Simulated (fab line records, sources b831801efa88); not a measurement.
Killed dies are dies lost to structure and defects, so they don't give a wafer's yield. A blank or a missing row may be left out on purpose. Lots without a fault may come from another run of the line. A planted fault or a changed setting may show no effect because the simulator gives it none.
Problem report in the 8D (eight disciplines) form, filled by code | flow gf180mcu | the parts of the form that need people (team, actions taken, sign-off) are left out

1. THE PROBLEM
chamber_pressure_pa at GF_M4_SPUTTER_04 reads a mean of 0.4871 Pa on 9 wafers of 3 lots; wafers without a fault read 0.4001 Pa with a standard deviation of 0.0008. That is +99 or more standard deviations from the usual mean.
The step: material TiN, target thk 50 nm, time 41.7 s.
First seen on wafer L126.2, day 27 18:25, on pvd_sputter-03. The record holds 15 wafers of 5 lots with a number at this step. Rule for "out", or "out of limits": more than 4 standard deviations from the usual mean. The other wafers with a number count as sound.

2. WHAT IT IS AND WHAT IT IS NOT
question                    | is                     | is not
which readings at this step | chamber_pressure_pa    | cathode_dc_power_W
which lots                  | L126, L127, L128       | L118, L132
which wafers of those lots  | all that have a number | -
read on which tools         | pvd_sputter-03         | pvd_sputter-04
when                        | from day 27 18:25      | up to then (3 sound wafers); but 3 sound wafers of L132 came after

3. SUSPECTS, AND WHAT RULES EACH OUT
Counting: a tool at a process step up to the reading stays a suspect if it ran every lot that is out and no sound lot after the first of them.
- pvd_sputter-03 at GF_M4_SPUTTER_04 (material TiN, target thk 50 nm, time 41.7 s): kept. It ran every lot that is out, first L126 (day 27 18:25), and no sound lot after that; its last sound lot up to then is L118 (day 25 11:43). Its own readings are out on those wafers: chamber_pressure_pa.
Left after counting: pvd_sputter-03 at GF_M4_SPUTTER_04.

4. THE CAUSE (what the simulator had put in)
Process parameter drift: pvd_sputter-03, from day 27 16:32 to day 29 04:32, at GF_M4_SPUTTER_04. Setting chamber_pressure_pa, moved by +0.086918, from 0.4. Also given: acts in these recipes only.
Counting left only this tool.

5. THE CHAIN OF EFFECTS, in route order
Each row: a reading whose mean over the struck wafers that have a number lies more than 3 standard deviations from the usual. Only readings for which the record gives a usual standard deviation are gone through. hours: the time from each lot's start at the first step in this table that gives one to its start at this step, as a median over the lots. sigmas: the change in usual standard deviations.
hours | step             | reading             | usual     | on struck wafers | change  | sigmas
0     | GF_M4_SPUTTER_04 | chamber_pressure_pa | 0.4001 Pa | 0.4871           | +0.0870 | +99 or more
The process steps in it:
- GF_M4_SPUTTER_04: material TiN, target thk 50 nm, time 41.7 s.

6. WHAT WOULD HAVE CAUGHT IT SOONER
In this record the first reading out of limits was taken at day 27 18:25, 2 hours after the fault began at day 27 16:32.
